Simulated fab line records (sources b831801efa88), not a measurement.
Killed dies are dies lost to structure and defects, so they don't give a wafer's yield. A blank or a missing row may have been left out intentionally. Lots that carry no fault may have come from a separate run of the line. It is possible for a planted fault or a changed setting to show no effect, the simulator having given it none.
Code-filled problem report in 8D (eight disciplines) form | flow sky130 | the parts of the form that need people (team, actions taken, sign-off) are left out

1. WHAT WENT WRONG
SPACER_CVD_00_THK at SKY_SPACER_THK_MEAS_01 reads a mean of 40.1 nm on 3 wafers of 1 lot; wafers without a fault read 43.1 nm with a standard deviation of 0.42. That puts it -7.1 standard deviations away from the usual mean.
The first sign was on wafer L569.3 at day 30 01:41, on film-metro-04. Wafers with a number at this step in the record: 33, from 11 lots. Rule for "out" (also "out of limits"): further than 4 standard deviations from the usual mean. The other wafers with a number count as sound.

2. WHAT IT IS, AND WHAT IT ISN'T
question                    | is                     | is not
which readings at this step | SPACER_CVD_00_THK      | -
which lots                  | L569                   | L554, L555, L556, L557, L558, L560, L561, L562, L563, L573
which wafers of those lots  | all that have a number | -
read on which gauges        | film-metro-04          | film-metro-01, film-metro-02
when                        | from day 30 01:41      | up to then (27 sound wafers); but 3 sound wafers of L573 came after

3. SUSPECTS, AND WHAT RULES EACH OUT
Counting: any tool at a process step up to the reading is kept as a suspect provided that every lot that is out went through it and no sound lot did after the first of them.
- the gauge at SKY_SPACER_THK_MEAS_01: ruled out. All the wafers that are out were read on film-metro-04, but those of them that SKY_SPACER_CVD_00 has rows for are out there too, on other tools.
- plasma-asher-03 at SKY_LDD_P_STRIP_10 (strips in O2/N2): kept. It ran the lot that is out, L569 (day 26 10:35), and no sound lot after that; its last sound lot up to then is L561 (day 24 03:20).
- lpcvd-02 at SKY_SPACER_CVD_00 (deposits Si3N4 from DCS/NH3, target thk 43.1 nm, time 740 s): ruled out as a lasting fault. Following L569 (day 30 00:27), the first lot on it that is out, the sound lots L573 were run on it.
Remaining after the count: plasma-asher-03 at SKY_LDD_P_STRIP_10.

4. THE CAUSE (what the simulator had put in)
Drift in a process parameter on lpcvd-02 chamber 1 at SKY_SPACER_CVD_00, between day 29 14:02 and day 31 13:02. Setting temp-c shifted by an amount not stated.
Counting ruled it out, wrongly: the rule takes a fault to strike every lot that its tool runs from its start on, and this one did not.

5. THE CHAIN OF EFFECTS, in route order
One row per reading whose mean, taken over the struck wafers that have a number, lies over 3 standard deviations from the usual. Readings are gone through only where the record gives a usual standard deviation; hours: the median, over the lots, of the time from a lot's start at the first step in this table giving one to that lot's start at this step; sigmas: the change measured in usual standard deviations.
hours | step                   | reading           | usual      | on struck wafers | change | sigmas
0     | SKY_SPACER_CVD_00      | spike-tc-lower-C  | 770.3 C    | 765.6            | -4.7   | -5.2
0     | SKY_SPACER_CVD_00      | spike-tc-upper-C  | 770.5 C    | 766.0            | -4.5   | -3.2
0     | SKY_SPACER_CVD_00      | susceptor-temp-C  | 770.1 C    | 766.2            | -3.9   | -11
1     | SKY_SPACER_THK_MEAS_01 | SPACER_CVD_00_THK | 43.1 nm    | 40.1             | -3.0   | -7.1
4     | SKY_SPACER_ETCHBACK_02 | oes-product-au    | 0.855 a.u. | 0.819            | -0.036 | -5.5
Here are the process steps it includes:
- SKY_SPACER_CVD_00: deposits Si3N4 from DCS/NH3, target thk 43.1 nm, time 740 s.
- SKY_SPACER_ETCHBACK_02: etches Si3N4 in CH3F/O2, stops on SiO2, time 46.7 s, target depth 45 nm.
Later measuring or inspecting steps at which every struck wafer that the step has a row for has a number for every such reading, and none has moved that far: SKY_SD_P_TW_MEAS_11.

6. WHAT WOULD HAVE CAUGHT IT SOONER
The first out-of-limits reading at a measuring or inspecting step in this record came at day 30 01:41, 12 hours after the fault's start at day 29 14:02.
Tool's own readings at SKY_SPACER_CVD_00, spike-tc-lower-C, susceptor-temp-C: out on all struck wafers the step has rows for; an alarm limit on them would have tripped on the first.
